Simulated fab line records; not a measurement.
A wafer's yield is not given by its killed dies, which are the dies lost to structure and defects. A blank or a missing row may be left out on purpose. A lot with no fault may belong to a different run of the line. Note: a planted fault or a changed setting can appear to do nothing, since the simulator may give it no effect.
fab line records	flow sky130
record lots=6	wafers=18	last_day=50
route steps=708 shown VIA1@461 METAL2@483 PAD_OPEN@708
lots with no fault: from the same line, run without faults
start_h: hours from the record's opening day to when the first of the lot's shown wafers began	wait_h: hours elapsed since this lot's preceding step	" the same as in the row above	L1.1+2: a row that stands for several wafers	- either no value or no given start	* or withheld: withheld	< > ~ a bound
route shown NAME@n: a module of which the file shows steps, and the number in the route of the first	usual: the fault-free wafers' mean and standard deviation	same: alike in all rows	chamber/n: place in a boat	sites: readings site by site	_std_site: their standard deviation	_edge_site: outer sites' mean less inner sites'	radius_mm: for every site, how far away it sits from the centre of the wafer	mask NAME#n: copy n	behind: the tool/chamber that last shaped the wafer	hold: cause of the lot's hold/its duration in hours/its outcome	device: the transistor (n, p or np) that didn't switch	end of line: at the end of the route, the tests of the same wafers	a step given without rows: its recipe and nothing more	killed: at the first sort, the dies lost to defects and structure; wafer yield is something else	map: the dies of a wafer, with x for killed, . for not killed, _ for no die there
set.NAME: the run value of the setting; set.NAME@STEP: its run value at that earlier step	model.NAME: the simulator's own value behind a step, which no gauge read
certain route steps with their lots: each step a table, each wafer a row
services: when a tool's chamber went out of use (start_h, in hours from the record's first day, below 0 if earlier), for how many hours, and the reason
## steps
# step SKY_VIA1_BOW_MEAS_03
# recipe mode=bow
# usual VIA1_BOW=79/6.5
lot.wafer	tool	chamber	start_h	wait_h	VIA1_BOW[um]
L831.1	film_metro-03	-	753.54	0.2	71
L831.2	"	-	"	"	83
L831.6	"	-	"	"	81
L833.3	film_metro-04	-	760.41	0.2	84
L833.4	"	-	"	"	85
L833.5	"	-	"	"	85
L841.1	film_metro-04	-	828.86	0.1	73
L841.4	"	-	"	"	75
L841.6	"	-	"	"	83
L850.2	film_metro-02	-	909.93	0.2	79
L850.3	"	-	"	"	78
L850.6	"	-	"	"	79
L852.2	film_metro-04	-	918.09	0.3	82
L852.4	"	-	"	"	80
L852.6	"	-	"	"	69
L854.1	film_metro-02	-	924.12	0.1	74
L854.4	"	-	"	"	79
L854.6	"	-	"	"	79
# step SKY_VIA1_DEHYDRATE_04
# recipe temp_c=200	time_s=60
# step SKY_VIA1_HMDS_05
# recipe prime_time_s=60	prime_temp_c=120
# step SKY_VIA1_COAT_06
# recipe resist=BARC	temp_c=withheld	time_s=withheld	spin_rpm=3000	resist_thk_nm=60
# step SKY_VIA1_COAT_07
# recipe resist=KrF-thick	spin_rpm=3000	resist_thk_nm=450
# step SKY_VIA1_SOFTBAKE_08
# recipe temp_c=100	time_s=90	resist=KrF-thick
# step SKY_VIA1_EXPOSE_09
# recipe mask_id=VIM	na=0.8	source_shape=annular	sigma_inner=0.55	sigma_outer=0.85	target_cd_nm=150	dose_mj=38
# step SKY_VIA1_PEB_10
# recipe peb_temp_c=withheld	peb_time_s=withheld	resist=KrF-thick
# step SKY_VIA1_DEVELOP_11
# recipe develop_time_s=60	resist=KrF-thick	dev_temp_c=21
# step SKY_VIA1_CD_MEAS_12
# recipe target_cd_nm=150
# usual cd_nm=150.0/1.7
lot.wafer	tool	chamber	start_h	wait_h	cd_nm
L831.1	cd_sem-02	-	779.46	-	150.6
L831.2	"	-	"	"	150.9
L831.6	"	-	"	"	150.9
L833.3	cd_sem-01	-	786.66	-	151.8
L833.4	"	-	"	"	149.3
L833.5	"	-	"	"	150.0
L841.1	cd_sem-01	-	855.32	-	151.0
L841.4	"	-	"	"	151.2
L841.6	"	-	"	"	150.6
L850.2	cd_sem-01	-	937.24	-	150.7
L850.3	"	-	"	"	149.3
L850.6	"	-	"	"	148.8
L852.2	cd_sem-01	-	944.32	-	151.8
L852.4	"	-	"	"	150.3
L852.6	"	-	"	"	150.4
L854.1	cd_sem-02	-	950.37	-	149.2
L854.4	"	-	"	"	150.2
L854.6	"	-	"	"	151.6
# step SKY_VIA1_OVL_MEAS_13
# usual VIA1_OVL=1/4.5
lot.wafer	tool	chamber	start_h	wait_h	VIA1_OVL[nm]
L831.1	overlay-02	-	779.58	0.1	5
L831.2	"	-	"	"	8
L831.6	"	-	"	"	0
L833.3	overlay-02	-	786.75	0.1	5
L833.4	"	-	"	"	-1
L833.5	"	-	"	"	3
L841.1	overlay-02	-	855.44	0.1	3
L841.4	"	-	"	"	2
L841.6	"	-	"	"	-1
L850.2	overlay-02	-	937.35	0.1	-4
L850.3	"	-	"	"	-10
L850.6	"	-	"	"	-7
L852.2	overlay-02	-	944.43	0.1	-1
L852.4	"	-	"	"	1
L852.6	"	-	"	"	0
L854.1	overlay-01	-	950.49	0.1	5
L854.4	"	-	"	"	2
L854.6	"	-	"	"	6
# step SKY_VIA1_ETCH_14
# recipe chemistry=N2/H2	target=BARC	ion_energy_ev=200	source_w=500	bias_w=100	pressure_mtorr=30	n2_flow_sccm=100	h2_flow_sccm=200	stop_on=SiO2	time_s=45.9	target_depth_a=600
# usual chamber_pressure_mTorr=30.000/0.025	drypump_motor_current_A=5.8/0.32	oes_product_au=0.854/0.0047	throttle_valve_pct=13.225/0.0084
lot.wafer	tool	chamber	start_h	wait_h	chamber_pressure_mTorr	drypump_motor_current_A	oes_product_au	rf_hours_counter_h	throttle_valve_pct
L831.1	rie_diel-02	3	779.62	0.0	30.005	6.0	0.855	10	13.220
L831.2	"	0	"	"	30.033	5.3	0.855	14	13.238
L831.6	"	0	"	"	30.026	5.3	0.848	-	13.214
L833.3	rie_diel-04	3	786.78	0.0	29.962	5.4	0.866	5	13.239
L833.4	"	0	"	"	29.968	5.9	0.859	7	13.218
L833.5	"	3	"	"	29.948	5.4	0.859	-	13.216
L841.1	rie_diel-01	2	855.48	0.0	30.066	5.9	0.852	15	13.217
L841.4	"	0	"	"	29.967	5.9	0.859	4	13.225
L841.6	"	2	"	"	30.035	6.0	0.857	-	13.221
L850.2	rie_diel-04	1	937.38	0.0	30.044	5.8	0.859	4	13.227
L850.3	"	3	"	"	30.041	5.4	0.853	9	13.219
L850.6	"	2	"	"	30.040	6.5	0.863	-	13.222
L852.2	rie_diel-01	0	944.46	0.0	30.004	6.0	0.860	7	13.223
L852.4	"	2	"	"	29.988	5.9	0.863	18	13.209
L852.6	"	0	"	"	29.977	6.0	0.846	-	13.220
L854.1	rie_diel-04	3	950.52	0.0	29.984	5.5	0.850	9	13.229
L854.4	"	2	"	"	29.952	6.4	0.854	5	13.227
L854.6	"	0	"	"	30.039	5.9	0.848	-	13.222
# step SKY_VIA1_ETCH_15
# recipe target=SiO2	chemistry=C4F8/O2/Ar	target_depth_nm=351	stop_on=TiN	mask_material=KrF-thick	source_w=1500	bias_w=1200	pressure_mtorr=40	c4f8_flow_sccm=withheld	O2_flow_sccm=6	Ar_flow_sccm=300	time_s=54
# usual chamber_pressure_mTorr=40.00/0.038	oes_product_au=0.982/0.0055
lot.wafer	tool	chamber	start_h	wait_h	chamber_pressure_mTorr	oes_product_au	rf_hours_counter_h	model.etch.depth_nm	model.VIA1.feature_depth_nm	model.KrF-thick_of_VIA1_COAT_07.thk_nm
L831.1	rie_diel-02	3	779.66	0.0	40.03	0.980	10	345	345	321.8
L831.2	"	0	"	"	39.93	0.995	14	345.6	345.6	322.8
L831.6	"	0	"	"	40.00	0.970	-	345.2	345.2	323.4
L833.3	rie_diel-04	3	786.82	0.0	40.01	0.980	5	345	345	320.9
L833.4	"	0	"	"	39.98	0.994	7	344.9	344.9	322.7
L833.5	"	3	"	"	40.04	0.979	-	345	345	320.1
L841.1	rie_diel-01	2	855.52	0.0	40.02	0.985	15	345.7	345.7	320.5
L841.4	"	0	"	"	40.03	0.987	4	346	346	320
L841.6	"	2	"	"	40.01	0.978	-	346.1	346.1	320.8
L850.2	rie_diel-04	1	937.42	0.0	40.04	0.772	4	222.6	222.6	350
L850.3	"	3	"	"	39.95	0.766	9	223.1	223.1	349.1
L850.6	"	2	"	"	40.02	0.977	-	344.7	344.7	326.1
L852.2	rie_diel-01	0	944.50	0.0	39.90	0.990	7	345.9	345.9	320.4
L852.4	"	2	"	"	40.00	0.984	18	343.5	343.5	322.9
L852.6	"	0	"	"	40.01	0.980	-	344.1	344.1	320.5
L854.1	rie_diel-04	3	950.56	0.0	40.07	0.780	9	227.3	227.3	346.7
L854.4	"	2	"	"	40.07	0.972	5	343.6	343.6	323
L854.6	"	0	"	"	40.04	0.973	-	342.7	342.7	321
# step SKY_VIA1_STRIP_16
# recipe chemistry=O2/N2	power_w=1400	pressure_mtorr=1500	platen_temp_c=withheld	o2_flow_sccm=3000	n2_flow_sccm=300	overash_fraction=0.5
# usual chamber_pressure_mTorr=1499.9/1.4	drypump_motor_current_A=5.7/0.52	oes_product_au=0.416/0.005	strip_time_to_endpoint_s=4.445/0.019
lot.wafer	tool	chamber	start_h	wait_h	chamber_pressure_mTorr	drypump_motor_current_A	oes_product_au	rf_hours_counter_h	strip_time_to_endpoint_s
L831.1	plasma_asher-01	1	779.71	0.0	1499.5	5.0	0.414	3	4.448
L831.2	"	0	"	"	1501.8	6.4	0.422	3	4.467
L831.6	"	1	"	"	1502.1	5.0	0.411	-	4.458
L833.3	plasma_asher-02	0	786.90	0.1	1499.5	6.1	0.414	-	4.432
L833.4	"	1	"	"	1500.4	5.5	0.416	-	4.471
L833.5	"	1	"	"	1499.6	5.5	0.411	-	4.427
L841.1	plasma_asher-02	0	855.56	0.0	1497.6	6.1	0.417	98	4.439
L841.4	"	1	"	"	1500.5	5.5	0.413	-	4.436
L841.6	"	1	"	"	1498.7	5.5	0.421	-	4.432
L850.2	plasma_asher-01	0	937.46	0.0	1499.3	6.4	0.438	19	4.743
L850.3	"	0	"	"	1502.5	6.4	0.422	-	4.732
L850.6	"	0	"	"	1499.2	6.4	0.423	-	4.498
L852.2	plasma_asher-01	1	944.55	0.0	1500.6	5.0	0.417	20	4.456
L852.4	"	1	"	"	1500.3	5.0	0.424	-	4.448
L852.6	"	1	"	"	1500.2	5.0	0.420	-	4.450
L854.1	plasma_asher-04	0	950.61	0.0	1498.6	6.1	0.425	52	4.701
L854.4	"	1	"	"	1500.0	5.2	0.410	-	4.469
L854.6	"	0	"	"	1498.7	6.1	0.410	-	4.441
# step SKY_VIA1_STRIP_17
# recipe chemistry=post_etch_residue_remover	time_s=1200	temp_c=72.5
# step SKY_VIA1_CLEAN_18
# recipe chemistry=IPA	time_s=180	temp_c=25
# step SKY_VIA1_CLEAN_19
# recipe chemistry=O3/DIW	dry=n2_spin
# step SKY_VIA1_SPUTTER_20
# recipe material=TiN	target_thk_nm=20	chamber_pressure_pa=5	power_w=4000	time_s=80
# usual throttle_valve_pct=29.5/1.4
lot.wafer	tool	chamber	start_h	wait_h	throttle_valve_pct
L831.1	pvd_sputter-01	-	780.77	0.0	28.5
L831.2	"	-	"	"	29.1
L831.6	"	-	"	"	28.7
L833.3	pvd_sputter-01	-	787.52	0.0	28.8
L833.4	"	-	"	"	28.6
L833.5	"	-	"	"	29.1
L841.1	pvd_sputter-01	-	856.65	0.0	28.6
L841.4	"	-	"	"	31.8
L841.6	"	-	"	"	31.9
L850.2	pvd_sputter-01	-	938.09	0.0	28.8
L850.3	"	-	"	"	28.6
L850.6	"	-	"	"	28.8
L852.2	pvd_sputter-02	-	945.15	0.0	26.4
L852.4	"	-	"	"	30.8
L852.6	"	-	"	"	30.4
L854.1	pvd_sputter-01	-	951.21	0.0	28.9
L854.4	"	-	"	"	32.0
L854.6	"	-	"	"	28.9
# step SKY_VIA1_CVD_21
# recipe material=W	target_thk_nm=270	time_s=80.902	temp_c=400	pressure_torr=40
# usual chamber_pressure_Torr=40.00/0.089	heater_power_w=954/100
lot.wafer	tool	chamber	start_h	wait_h	chamber_pressure_Torr	heater_power_w
L831.1	cvd_w-01	1	780.83	0.0	40.04	874
L831.2	"	0	"	"	40.06	1080
L831.6	"	1	"	"	40.05	900
L833.3	cvd_w-02	1	787.62	0.1	40.15	839
L833.4	"	0	"	"	39.93	1035
L833.5	"	1	"	"	40.01	845
L841.1	cvd_w-02	0	856.71	0.0	40.04	1051
L841.4	"	0	"	"	40.12	1038
L841.6	"	0	"	"	40.18	1037
L850.2	cvd_w-02	0	938.15	0.0	39.96	980
L850.3	"	0	"	"	40.09	990
L850.6	"	0	"	"	39.93	996
L852.2	cvd_w-01	0	945.21	0.0	39.99	1090
L852.4	"	0	"	"	39.90	1075
L852.6	"	1	"	"	40.09	868
L854.1	cvd_w-02	0	951.27	0.0	40.06	980
L854.4	"	1	"	"	39.95	758
L854.6	"	1	"	"	39.86	789
# step SKY_VIA1_CMP_24
# recipe stop_on=SiO2	t_overpolish_s=15	down_force_psi=3.5	platen_rpm=60	target_thk_nm=0	pad_velocity_m_s=0.94248
# usual head_pressure_psi=3.500/0.0064	motor_current_A=10.8/1	slurry_filter_dp_kPa=13.50/0.14
lot.wafer	tool	chamber	start_h	wait_h	head_pressure_psi	motor_current_A	slurry_filter_dp_kPa
L831.2	cmp-01	2	781.11	0.0	3.503	11.1	13.46
L831.1	"	0	"	"	3.496	9.5	13.51
L831.6	"	3	"	"	3.500	10.5	13.37
L833.4	cmp-01	2	787.86	0.0	3.498	11.0	13.46
L833.3	"	3	"	"	3.495	10.9	13.55
L833.5	"	3	"	"	3.504	10.5	13.52
L841.4	cmp-01	3	857.03	0.1	3.506	10.4	13.46
L841.1	"	0	"	"	3.485	9.7	13.78
L841.6	"	2	"	"	3.503	11.3	13.44
L850.2	cmp-01	1	938.42	0.0	3.506	10.3	13.54
L850.3	"	3	"	"	3.506	11.1	13.50
L850.6	"	2	"	"	3.503	10.9	13.43
L852.2	cmp-02	0	945.58	0.1	3.494	11.5	13.46
L852.4	"	1	"	"	3.502	11.5	13.37
L852.6	"	2	"	"	3.504	12.6	13.31
L854.1	cmp-02	3	951.60	0.1	3.500	9.7	13.40
L854.4	"	0	"	"	3.496	11.4	13.51
L854.6	"	3	"	"	3.494	9.5	13.59
# step SKY_METAL2_SPUTTER_00
# recipe material=Ti	target_thk_nm=15	power_w=3000	time_s=10	chamber_pressure_pa=0.4
# usual throttle_valve_pct=29.6/1.1
lot.wafer	tool	chamber	start_h	wait_h	throttle_valve_pct
L831.1	pvd_sputter-03	-	781.41	0.1	29.9
L831.2	"	-	"	"	28.8
L831.6	"	-	"	"	31.2
L833.3	pvd_sputter-04	-	788.16	0.2	28.6
L833.4	"	-	"	"	30.9
L833.5	"	-	"	"	30.2
L841.1	pvd_sputter-03	-	857.28	0.1	29.4
L841.4	"	-	"	"	31.3
L841.6	"	-	"	"	29.7
L850.6	pvd_sputter-04	-	938.73	0.0	28.9
L852.2	pvd_sputter-04	-	945.78	0.1	28.7
L852.4	"	-	"	"	30.3
L852.6	"	-	"	"	29.2
L854.4	pvd_sputter-04	-	951.85	0.1	31.0
L854.6	"	-	"	"	28.8
# step SKY_METAL2_SPUTTER_01
# recipe material=TiN	target_thk_nm=20	power_w=6500	time_s=16.7	chamber_pressure_pa=0.4
# usual throttle_valve_pct=29.6/1.2
lot.wafer	tool	chamber	start_h	wait_h	throttle_valve_pct
L831.1	pvd_sputter-03	-	781.43	0.0	29.9
L831.2	"	-	"	"	28.9
L831.6	"	-	"	"	31.5
L833.3	pvd_sputter-04	-	788.18	0.0	28.8
L833.4	"	-	"	"	31.0
L833.5	"	-	"	"	30.6
L841.1	pvd_sputter-03	-	857.30	0.0	28.9
L841.4	"	-	"	"	31.4
L841.6	"	-	"	"	30.1
L850.6	pvd_sputter-04	-	938.76	0.0	28.7
L852.2	pvd_sputter-04	-	945.80	0.0	29.0
L852.4	"	-	"	"	30.1
L852.6	"	-	"	"	28.8
L854.4	pvd_sputter-04	-	951.87	0.0	30.9
L854.6	"	-	"	"	28.5
# step SKY_METAL2_SPUTTER_02
# recipe material=AlCu	target_thk_nm=250	power_w=10600	time_s=13.3	chamber_pressure_pa=0.4
# usual throttle_valve_pct=29.6/1.1
lot.wafer	tool	chamber	start_h	wait_h	throttle_valve_pct
L831.1	pvd_sputter-03	-	781.45	0.0	29.8
L831.2	"	-	"	"	28.9
L831.6	"	-	"	"	31.1
L833.3	pvd_sputter-04	-	788.21	0.0	28.5
L833.4	"	-	"	"	31.0
L833.5	"	-	"	"	30.1
L841.1	pvd_sputter-03	-	857.33	0.0	29.1
L841.4	"	-	"	"	31.3
L841.6	"	-	"	"	29.8
L850.6	pvd_sputter-04	-	938.78	0.0	28.9
L852.2	pvd_sputter-04	-	945.83	0.0	28.8
L852.4	"	-	"	"	30.4
L852.6	"	-	"	"	28.6
L854.4	pvd_sputter-04	-	951.89	0.0	31.0
L854.6	"	-	"	"	28.8
# step SKY_PAD_OPEN_PROBE_99
lot.wafer	tool	chamber	start_h	wait_h	model.etest.nfet_g5v0d10v5.open	model.etest.nfet_16v.open	model.etest.res_pwell_under_gate.open	model.etest.pfet_16v.under_floor	model.etest.iso_pdiff_pwell.under_floor	model.etest.licon_ndiff.open	model.etest.res_poly.open	model.etest.res_pdiff_hv.open
L831.1+2+6	prober-02	-	1071.98	0.1	0	0	0	0	0	0	0	0
L833.3+4+5	prober-02	-	1076.26	0.2	0	0	0	0	0	0	0	0
L841.1+4+6	prober-02	-	1128.65	0.1	0	0	0	0	0	0	0	0
L850.2+3	prober-01	-	1182.65	0.1	1	1	1	1	1	1	1	1
L850.6	prober-01	-	1182.85	0.2	0	0	0	0	0	0	0	0
L852.2+4+6	prober-02	-	1186.70	0.1	0	0	0	0	0	0	0	0
L854.1	prober-02	-	1191.55	0.1	1	1	1	1	1	1	1	1
L854.4+6	prober-02	-	1191.70	0.2	0	0	0	0	0	0	0	0
# killed by level:class
L831.1 VIA1:geometric_particle:open=10 METAL2:geometric_particle:short=10 LI_CONTACT:geometric_particle:open=9 CONTACT:geometric_particle:open=9 FIELD_ISO:geometric_particle:open=6 METAL1:geometric_particle:short=6 VIA3:geometric_particle:open=5 CONTACT:geometric_particle:short=4
L831.2 METAL1:geometric_particle:short=10 VIA3:geometric_particle:open=8 VIA1:geometric_particle:open=7 LI_CONTACT:geometric_particle:open=6 CONTACT:geometric_particle:open=6 LOCAL_INTERCONNECT:geometric_particle:short=5 VIA2:geometric_particle:open=5 POLY_GATE:geometric_particle:open=4
L831.6 CONTACT:geometric_particle:open=10 VIA1:geometric_particle:open=10 METAL2:geometric_particle:short=7 VIA2:geometric_particle:open=7 VIA3:geometric_particle:open=7 FIELD_ISO:geometric_particle:short=4 LI_CONTACT:geometric_particle:open=4 CONTACT:geometric_particle:short=4
L833.3 CONTACT:geometric_particle:open=12 METAL1:geometric_particle:short=9 LI_CONTACT:geometric_particle:open=9 FIELD_ISO:geometric_particle:short=7 VIA1:geometric_particle:short=6 VIA1:geometric_particle:open=6 VIA2:geometric_particle:open=6 METAL2:geometric_particle:short=5
L833.4 VIA1:geometric_particle:open=12 CONTACT:geometric_particle:open=10 CONTACT:geometric_particle:short=10 METAL2:geometric_particle:short=4 VIA2:geometric_particle:open=4 VIA3:geometric_particle:open=4 POLY_GATE:geometric_particle:short=3 LI_CONTACT:geometric_particle:open=3
L833.5 CONTACT:geometric_particle:open=12 VIA1:geometric_particle:open=8 VIA3:geometric_particle:open=6 VIA2:geometric_particle:open=5 FIELD_ISO:geometric_particle:open=4 CONTACT:geometric_particle:short=4 LOCAL_INTERCONNECT:geometric_particle:short=4 POLY_GATE:geometric_particle:short=4
L841.1 CONTACT:geometric_particle:open=11 VIA1:geometric_particle:open=11 FIELD_ISO:geometric_particle:short=6 LI_CONTACT:geometric_particle:open=6 METAL2:geometric_particle:short=6 CONTACT:geometric_particle:short=5 VIA1:geometric_particle:short=4 LOCAL_INTERCONNECT:geometric_particle:short=4
L841.4 CONTACT:geometric_particle:open=11 LI_CONTACT:geometric_particle:open=10 FIELD_ISO:geometric_particle:open=8 FIELD_ISO:geometric_particle:short=7 METAL1:geometric_particle:short=7 VIA2:geometric_particle:open=7 VIA3:geometric_particle:open=7 CONTACT:geometric_particle:short=6
L841.6 VIA1:geometric_particle:open=10 FIELD_ISO:geometric_particle:open=6 CONTACT:geometric_particle:short=6 CONTACT:geometric_particle:open=6 FIELD_ISO:geometric_particle:short=4 POLY_GATE:geometric_particle:short=4 POLY_GATE:geometric_particle:open=4 LI_CONTACT:geometric_particle:open=4
L852.2 VIA2:geometric_particle:open=12 LI_CONTACT:geometric_particle:open=7 CONTACT:geometric_particle:short=7 METAL1:geometric_particle:short=7 VIA3:geometric_particle:open=6 FIELD_ISO:geometric_particle:open=5 LOCAL_INTERCONNECT:geometric_particle:short=5 FIELD_ISO:geometric_particle:short=4
L852.4 CONTACT:geometric_particle:open=8 VIA1:geometric_particle:open=8 LI_CONTACT:geometric_particle:open=7 METAL1:geometric_particle:short=7 VIA2:geometric_particle:open=6 FIELD_ISO:geometric_particle:short=5 FIELD_ISO:geometric_particle:open=5 CONTACT:geometric_particle:short=4
L852.6 VIA2:geometric_particle:open=8 LI_CONTACT:geometric_particle:open=7 CONTACT:geometric_particle:short=7 VIA1:geometric_particle:open=6 CONTACT:geometric_particle:open=5 VIA3:geometric_particle:short=5 LOCAL_INTERCONNECT:geometric_particle:short=4 VIA1:geometric_particle:short=4
## services
tool	chamber	start_h	hours	kind
pvd_sputter-01	-	759.12	6.3	repair
rie_diel-04	-	765.29	14.6	pm
cvd_w-02	-	777.25	6.0	pm
cmp-02	-	779.68	4.3	repair
cvd_w-01	-	787.56	28.1	pm
rie_diel-04	1	793.67	7.6	repair
rie_diel-01	1	827.46	6.3	repair
rie_diel-01	2	829.35	10.1	repair
cmp-02	-	862.13	5.2	pm
cvd_w-02	-	863.30	6.9	pm
cvd_w-01	0	866.13	1.4	repair
cvd_w-01	0	870.71	8.8	repair
cvd_w-02	-	871.19	2.2	repair
cvd_w-02	-	874.64	0.3	repair
pvd_sputter-03	-	875.89	0.6	repair
plasma_asher-01	-	888.50	3.1	repair
pvd_sputter-04	-	889.50	1.2	repair
rie_diel-02	1	893.04	2.9	repair
cmp-01	-	901.02	5.0	repair
cvd_w-02	-	904.00	14.0	pm
rie_diel-01	1	905.60	3.3	repair
pvd_sputter-04	-	906.30	1.9	repair
plasma_asher-01	-	922.68	2.8	pm
pvd_sputter-03	-	943.49	2.7	repair
## key
first_sign step=SKY_VIA1_ETCH_15	reading=oes_product_au	direction=down	sigmas=38	usual=0.982	struck=0.772
effect step=SKY_VIA1_STRIP_16	reading=strip_time_to_endpoint_s	direction=up	sigmas=15	usual=*	struck=*
effect step=SKY_METAL2_SPUTTER_00	reading=visit	direction=missing
effect step=SKY_METAL2_SPUTTER_01	reading=visit	direction=missing
effect step=SKY_METAL2_SPUTTER_02	reading=visit	direction=missing
model_effect step=SKY_VIA1_ETCH_15	value=etch.depth_nm	without=344.9	struck=224.3
model_effect step=SKY_PAD_OPEN_PROBE_99	value=etest.nfet_g5v0d10v5.open	without=0	struck=1
met_at SKY_VIA1_ETCH_15
struck_wafers L850.2,L850.3,L854.1
later_rows_left_out L850.2,L850.3,L854.1
sort_left_out L850.2,L850.3,L854.1
onset_between 786.82 937.42
fault kind=process_parameter_drift	tool=rie_diel-04	chamber=-	onset_h=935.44	steps=SKY_VIA1_ETCH_15	channel=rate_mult	offset=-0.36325	shape=step	end_h=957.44	scope=struck_wafers_only
# sort_left_out: the simulated sort isn't trusted on such a fault, so these wafers' sort isn't shown, and their yield isn't known
# later_rows_left_out: the simulator's readings of these wafers behind a module that went badly wrong aren't trusted and aren't shown, but for the sort
